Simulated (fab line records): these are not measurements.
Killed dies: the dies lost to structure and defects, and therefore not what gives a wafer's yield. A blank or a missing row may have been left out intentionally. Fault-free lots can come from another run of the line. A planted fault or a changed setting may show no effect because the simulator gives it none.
A struck lot beside a sound one    flow sky130    43 out of 708 route steps
Sound: the wafers L443.2, L443.3, L443.4. Struck: wafer L453.5 (L453.4, L453.6, from the same lot, were not struck and are left out); the cause is given at the end.
For every step that has rows: the tool of each side, followed by ch and its chambers, followed by its first start. Under that, the readings that differ: sound wafers    struck wafers    difference of the means    sigmas: that difference in standard deviations of wafers without a fault.
alike: readings with means less than 2 such deviations apart, plus words and numbers identical on both sides. not compared: withheld readings, readings lacking a value on some wafer, bounds such as >300 that could conceal the same value, and numbers that have no deviation in the record and whose values overlap.
The two part at a step that has a row with sigmas, a row that says differs or no value, or rows on one side only. When numbers do not overlap yet have no deviation, they are printed without sigmas and do not part them. A reading missing from all wafers of one side parts the sides only when that side holds two or more wafers.

first, 5 steps without rows for these wafers: SKY_VIA4_STRIP_14 (strips in post etch residue remover, time 1200 s); SKY_VIA4_CLEAN_15 (cleans in IPA, time 180 s); SKY_VIA4_CLEAN_16 (cleans in O3/DIW); SKY_VIA4_SPUTTER_17 (material TiN, target thk 20 nm, time 80 s); SKY_VIA4_CVD_18 (deposits W, target thk 505 nm, time 152.14 s).
SKY_VIA4_RS_MEAS_19: a four-point-probe measurement.
  struck on filmMetro-03, day 45 13:34; sound on filmMetro-02, day 42 13:26
  alike: VIA4_W_RS
SKY_VIA4_THK_MEAS_20: measures by xrf.
  struck on filmMetro-03, day 45 13:40; sound on filmMetro-02, day 42 13:32
reading          sound        struck  difference  sigmas
VIA4_W_THK (nm)  511 526 510  488     -28         -3
then, 1 step without rows for these wafers: SKY_VIA4_CMP_21 (polishes, stops on SiO2, t overpolish 25 s, target thk 0 nm).
SKY_METAL5_SPUTTER_00: material Ti, target thk 15 nm, time 10 s.
  struck on pvdSputter-02, day 45 13:59; sound on pvdSputter-01, day 42 13:53
  alike: throttleValvePct
then, 3 steps without rows for these wafers: SKY_METAL5_SPUTTER_01 (material TiN, target thk 20 nm, time 16.7 s); SKY_METAL5_SPUTTER_02 (material AlCu, target thk 1150 nm, time 61.2 s); SKY_METAL5_SPUTTER_03 (material Ti, target thk 5 nm, time 3.3 s).
SKY_METAL5_SPUTTER_04: material TiN, target thk 70 nm, time 58.3 s.
  struck on pvdSputter-02, day 45 14:07; sound on pvdSputter-01, day 42 14:01
reading                                    sound              struck  difference  sigmas
model.TiN_of_METAL5_SPUTTER_04.thkNm (nm)  69.71 70.73 70.43  131.3   +61.0       
  alike: throttleValvePct
SKY_METAL5_RS_MEAS_05: a four-point-probe measurement.
  struck on filmMetro-03, day 45 14:34; sound on filmMetro-04, day 42 14:05
  alike: METAL5_ALCU_RS
  not compared: hold
SKY_METAL5_THK_MEAS_06: measures by xrf.
  struck on filmMetro-04, day 45 22:43; sound on filmMetro-04, day 42 14:11
reading               sound           struck  difference  sigmas
METAL5_ALCU_THK (nm)  1156 1157 1147  1021    -132        -7
  not compared: hold
then, 6 steps without rows for these wafers: SKY_METAL5_HMDS_08 (prime time 60 s); SKY_METAL5_COAT_09 (resist thk 1800 nm); SKY_METAL5_SOFTBAKE_10 (time 60 s); SKY_METAL5_EXPOSE_11 (exposes mask MM5, target cd 1600 nm); SKY_METAL5_PEB_12; SKY_METAL5_DEVELOP_13 (develop time 60 s).
SKY_METAL5_DESCUM_14: chemistry O2, time 11 s.
  sound on rieMetal-02 ch 0,1, day 43 12:47; struck on rieMetal-04 ch 1, day 46 10:13
reading              sound              struck  difference  sigmas
oesProductAu (a.u.)  0.997 1.004 0.987  1.010   +0.014      +2
  alike: drypumpMotorCurrentA
  not compared: rfHoursCounterH
then, 1 step without rows for these wafers: SKY_METAL5_METAL_ETCH_15 (etches the open film in Cl2/BCl3, stops on SiO2, target depth 1260 nm, time 252 s).
SKY_METAL5_STRIP_16: strips in O2/N2.
  sound on plasmaAsher-03 ch 0,1, day 43 13:04; struck on plasmaAsher-03 ch 1, day 46 10:30
  alike: drypumpMotorCurrentA, o2FlowSccm, oesProductAu, stripTimeToEndpointS
  not compared: rfHoursCounterH
SKY_METAL5_STRIP_17: strips in post etch residue remover, time 1200 s.
  sound on wetBench-02 ch 0, day 43 13:10; struck on wetBench-04 ch 1, day 46 10:34
reading                                    sound              struck  difference  sigmas
model.TiN_of_METAL5_SPUTTER_04.thkNm (nm)  69.29 70.31 70.01  130.9   +61.0       
then, 2 steps without rows for these wafers: SKY_METAL5_CLEAN_18 (cleans in IPA, time 180 s); SKY_METAL5_CLEAN_19 (cleans in O3/DIW).
SKY_PASSIVATION_CVD_00: deposits SiO2, target thk 90 nm.
  sound on pecvd-01 ch 0,1, day 43 13:43; struck on pecvd-02 ch 2, day 46 11:05
  alike: heaterPowerW
SKY_PASSIVATION_THK_MEAS_01:
  struck on filmMetro-04, day 46 11:07; sound on filmMetro-04, day 43 13:45
  alike: PASSIVATION_CVD_00_THK
then, 1 step without rows for these wafers: SKY_PASSIVATION_CVD_02 (deposits Si3N4, target thk 540 nm).
SKY_PASSIVATION_THK_MEAS_03:
  struck on filmMetro-02, day 46 11:24; sound on filmMetro-02, day 43 14:02
  alike: PASSIVATION_CVD_02_THK
then, 8 steps without rows for these wafers: SKY_PASSIVATION_DEHYDRATE_04 (time 60 s); SKY_PASSIVATION_HMDS_05 (prime time 60 s); SKY_PASSIVATION_COAT_06 (resist thk 3000 nm); SKY_PASSIVATION_SOFTBAKE_07; SKY_PASSIVATION_EXPOSE_08 (exposes mask NSM, target cd 3000 nm); SKY_PASSIVATION_PEB_09; SKY_PASSIVATION_DEVELOP_10 (develop time 60 s); SKY_PASSIVATION_ETCH_11 (etches the open film in CF4/O2, stops on AlCu, target depth 725 nm, time 161.1 s).
SKY_PASSIVATION_STRIP_12: strips in O2/N2.
  sound on plasmaAsher-01 ch 0,1, day 44 12:33; struck on plasmaAsher-01 ch 0, day 47 06:56
  alike: drypumpMotorCurrentA, o2FlowSccm, oesProductAu, stripTimeToEndpointS
  not compared: rfHoursCounterH
then, 1 step without rows for these wafers: SKY_PAD_OPEN_DEHYDRATE_00 (time 60 s).
SKY_PAD_OPEN_ETCH_07: etches the open film in CF4/O2, stops on AlCu, target depth 725 nm, time 161.1 s.
  sound on rieDiel-04 ch 1,2,3, day 45 09:42; struck on rieDiel-04 ch 2, day 48 01:51
reading                             sound              struck  difference  sigmas
oesProductAu (a.u.)                 0.972 0.980 0.992  1.008   +0.027      +4
model.PAD_OPEN.featureDepthNm (nm)  703.1 710.1 719.2  736.1   +25.3       
  alike: drypumpMotorCurrentA, throttleValvePct
  not compared: rfHoursCounterH
SKY_PAD_OPEN_PROBE_99:
  struck on prober-01, day 48 04:45; sound on prober-02, day 45 12:40
reading                                sound              struck                   difference                    sigmas
hold                                   - - -              awaitDispo/2.8h/release  no value on the sound wafers  
defectLimitedYield (%)                 79.1 85.6 84.8     77.2                     -6.0                          -3
killedAtOther                          0 0 2              36                       +35                           +63
killedDies                             103 71 75          112                      +29                           +3
sort_bin_5_function (%)                13.4 8.5 8.7       17.1                     +6.9                          +5
sortNPass                              389 421 417        380                      -29                           -3
sortYieldPct (%)                       79.1 85.6 84.8     77.2                     -6.0                          -3
model.etest.tester.sortNPass           389 421 417        380                      -29                           
model.etest.tester.sort_bin_5_pct (%)  13.41 8.537 8.74   17.07                    +6.84                         
model.etest.tester.sortYieldPct (%)    79.06 85.57 84.76  77.24                    -5.89                         
  alike: killed_at_M0_to_M3, killed_at_M4_up, killedAtContacts, killedAtFrontEnd, killedOpen, killedShort, sort_bin_3_pad_short, sort_bin_6_memory

## WHERE THEY PART
First at SKY_VIA4_THK_MEAS_20; last, within this record, at SKY_PAD_OPEN_PROBE_99.

WHY: whatever the simulator had introduced
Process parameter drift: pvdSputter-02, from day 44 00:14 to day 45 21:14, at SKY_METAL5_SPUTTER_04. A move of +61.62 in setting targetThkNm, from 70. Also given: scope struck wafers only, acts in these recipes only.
